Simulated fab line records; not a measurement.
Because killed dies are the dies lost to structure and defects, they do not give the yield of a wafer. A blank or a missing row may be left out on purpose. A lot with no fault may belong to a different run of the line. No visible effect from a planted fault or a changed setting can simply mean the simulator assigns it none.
The tool behind it: which one? + flow gf180mcu + 39 wafers from 13 lots sampled at 4 of the route's 602 steps

## WHAT THE GAUGES SHOWED, per wafer
GF_STI_CD_MEAS_12 targets a cd of 220 nm. Usual: cd nm at 219.8 nm, with a standard deviation of 1.2.
| lot  | measured    | on        | cd nm (nm)        | flag |
|------|-------------|-----------|-------------------|------|
| L848 | day 2 01:10 | cd sem-02 | 219.0 217.9 218.6 |      |
| L849 | day 2 06:59 | cd sem-01 | 221.9 221.8 222.3 |      |
| L850 | day 2 11:22 | cd sem-02 | 221.2 221.7 221.3 |      |
| L851 | day 2 17:31 | cd sem-02 | 219.4 220.0 221.5 |      |
| L859 | day 4 11:47 | cd sem-02 | 203.5 204.2 203.1 | OFF  |
| L860 | day 4 16:19 | cd sem-01 | 202.9 202.4 201.9 | OFF  |
| L862 | day 5 01:02 | cd sem-02 | 221.2 219.9 220.6 |      |
| L865 | day 5 17:25 | cd sem-02 | 221.1 219.0 219.1 |      |
| L866 | day 5 23:37 | cd sem-01 | 218.7 219.5 216.8 |      |
| L868 | day 6 08:41 | cd sem-02 | 221.1 219.1 219.4 |      |
| L869 | day 6 13:26 | cd sem-01 | 220.6 220.3 220.1 |      |
| L870 | day 6 18:19 | cd sem-01 | 219.4 221.1 220.7 |      |
| L871 | day 7 00:12 | cd sem-01 | 220.4 219.8 220.7 |      |

GF_HV_LDD_OVL_MEAS_32. Usual: HV_LDD_02_OVL -0.3 nm, standard deviation 1.1.
| lot  | measured     | on         | HV_LDD_02_OVL (nm) | flag |
|------|--------------|------------|--------------------|------|
| L848 | day 11 07:37 | overlay-01 | 0.3 -0.8 0.5       |      |
| L849 | day 11 17:04 | overlay-01 | -0.5 1.5 0.4       |      |
| L850 | day 12 06:26 | overlay-01 | -1.1 -0.9 1.1      |      |
| L851 | day 12 17:25 | overlay-02 | -0.7 0.0 -1.0      |      |
| L859 | day 15 02:16 | overlay-01 | -1.6 1.2 -0.2      |      |
| L860 | day 15 11:49 | overlay-02 | -1.9 -1.0 -1.9     |      |
| L862 | day 16 00:29 | overlay-01 | 0.2 -0.4 -0.6      |      |
| L865 | day 17 01:20 | overlay-01 | -0.8 -0.7 -1.8     |      |
| L866 | day 17 14:14 | overlay-02 | 1.2 0.0 0.6        |      |
| L868 | day 18 06:38 | overlay-02 | -0.3 -2.0 -0.4     |      |
| L869 | day 18 12:49 | overlay-01 | 0.4 -1.6 -1.9      |      |
| L870 | day 18 16:52 | overlay-01 | 0.1 1.2 -0.3       |      |
| L871 | day 18 21:10 | overlay-01 | 0.4 -0.3 2.4       |      |

GF_V1_RS_MEAS_24: uses a four-point probe to measure. Usual: V1_W_RS 0.328 ohm/sq, standard deviation 0.0037.
| lot  | measured     | on            | V1_W_RS (ohm/sq)  | flag |
|------|--------------|---------------|-------------------|------|
| L848 | day 17 19:37 | film metro-02 | 0.327 0.332 0.325 |      |
| L849 | day 18 06:00 | film metro-02 | 0.326 0.329 0.328 |      |
| L850 | day 19 00:53 | film metro-04 | 0.328 0.323 0.332 |      |
| L851 | day 19 14:12 | film metro-04 | 0.327 0.332 0.324 |      |
| L859 | day 22 06:50 | film metro-02 | 0.327 0.327 0.329 |      |
| L860 | day 22 19:37 | film metro-04 | 0.324 0.325 0.324 |      |
| L862 | day 23 08:12 | film metro-04 | 0.333 0.332 0.329 |      |
| L865 | day 24 10:04 | film metro-01 | 0.326 0.337 0.328 |      |
| L866 | day 24 20:22 | film metro-04 | 0.323 0.331 0.328 |      |
| L868 | day 25 11:34 | film metro-01 | 0.328 0.323 0.327 |      |
| L869 | day 25 18:14 | film metro-02 | 0.329 0.329 0.322 |      |
| L870 | day 25 22:31 | film metro-04 | 0.333 0.327 0.324 |      |
| L871 | day 26 00:53 | film metro-01 | 0.322 0.329 0.325 |      |

## TOOL THAT RAN EACH LOT (tool first, then ch and the chambers of the sampled wafers, then the start)
| lot  | GF_STI_SOFTBAKE_08               |
|------|----------------------------------|
| L848 | litho track-01 ch 0, day 1 19:19 |
| L849 | litho track-02 ch 0, day 2 00:58 |
| L850 | litho track-01 ch 0, day 2 05:26 |
| L851 | litho track-03 ch 0, day 2 11:20 |
| L859 | litho track-03 ch 0, day 4 05:20 |
| L860 | litho track-03 ch 0, day 4 09:23 |
| L862 | litho track-01 ch 0, day 4 18:20 |
| L865 | litho track-02 ch 0, day 5 10:28 |
| L866 | litho track-02 ch 0, day 5 16:16 |
| L868 | litho track-02 ch 0, day 6 01:01 |
| L869 | litho track-02 ch 0, day 6 05:37 |
| L870 | litho track-01 ch 0, day 6 10:44 |
| L871 | litho track-02 ch 0, day 6 16:23 |
- GF_STI_SOFTBAKE_08: time 60 s.

## AS READ BY THE TOOLS THEMSELVES (means over the sampled wafers that have a number; for cases with no such wafer, the mark the record gives instead)
GF_STI_SOFTBAKE_08. Usual: heater power total W 93.06 W, standard deviation 0.052; plate temp C 130.02 C, standard deviation 0.14; resist line temp C 23.01 C, standard deviation 0.12.
| lot  | tool           | heater power total W (W) | plate temp C (C) | resist line temp C (C) | flag |
|------|----------------|--------------------------|------------------|------------------------|------|
| L848 | litho track-01 | 93.04                    | 129.98           | 23.08                  |      |
| L849 | litho track-02 | 93.02                    | 129.85           | 22.98                  |      |
| L850 | litho track-01 | 93.08                    | 130.06           | 22.83                  |      |
| L851 | litho track-03 | 93.07                    | 129.94           | 23.04                  |      |
| L859 | litho track-03 | 97.87                    | 135.19           | 23.12                  | OFF  |
| L860 | litho track-03 | 97.84                    | 135.18           | 23.04                  | OFF  |
| L862 | litho track-01 | 93.07                    | 130.01           | 22.95                  |      |
| L865 | litho track-02 | 93.10                    | 130.07           | 23.19                  |      |
| L866 | litho track-02 | 93.06                    | 129.93           | 23.02                  |      |
| L868 | litho track-02 | 93.08                    | 129.87           | 23.10                  |      |
| L869 | litho track-02 | 93.03                    | 130.37           | 22.92                  |      |
| L870 | litho track-01 | 93.07                    | 130.17           | 22.84                  |      |
| L871 | litho track-02 | 93.03                    | 129.97           | 22.95                  |      |

## THE ANSWER, worked out from the rows above alone
Rule: lot off if the mean of its wafers having a number is beyond 3 standard deviations from the usual mean. A lot without any number at a reading at which 4 lots or more have one is off too. Where the step has rows for the other lots, those lots are counted as sound. After the gauges, taken in route order, come the tools' own readings; for these a lot's mean is taken, as printed above. At the first step where some lot is off, the reading lying furthest off is the one used; lots without a number count as furthest.
Off at GF_STI_CD_MEAS_12 (cd nm): L859, L860.
If a tool, at a process step before that reading, ran all the lots that are off and no sound lot after the first of them, it fits. Not tried: the gauges at GF_STI_CD_MEAS_12; whatever is off there is also off at GF_STI_SOFTBAKE_08, on other tools, and gauge error can't account for it. One fits: GF_STI_SOFTBAKE_08 on litho track-03. Its last sound lot is L851 (day 2 11:20), its first lot that is off L859 (day 4 05:20): a fault that began between those two fits.
The tool's own readings at GF_STI_SOFTBAKE_08 bear it out: on the lots that are off they differ by more than 5 times the standard deviation of the sound lots' means. heater power total W reads 97.86 W there against 93.06 W on the sound lots; plate temp C reads 135.19 C there against 130.02 C on the sound lots.

## WHAT HAD BEEN PUT IN BY THE SIMULATOR
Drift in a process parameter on litho track-03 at GF_STI_SOFTBAKE_08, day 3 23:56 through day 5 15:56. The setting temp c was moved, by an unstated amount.
Shown lots that were struck: L859, L860. The rule given above showed the same thing.
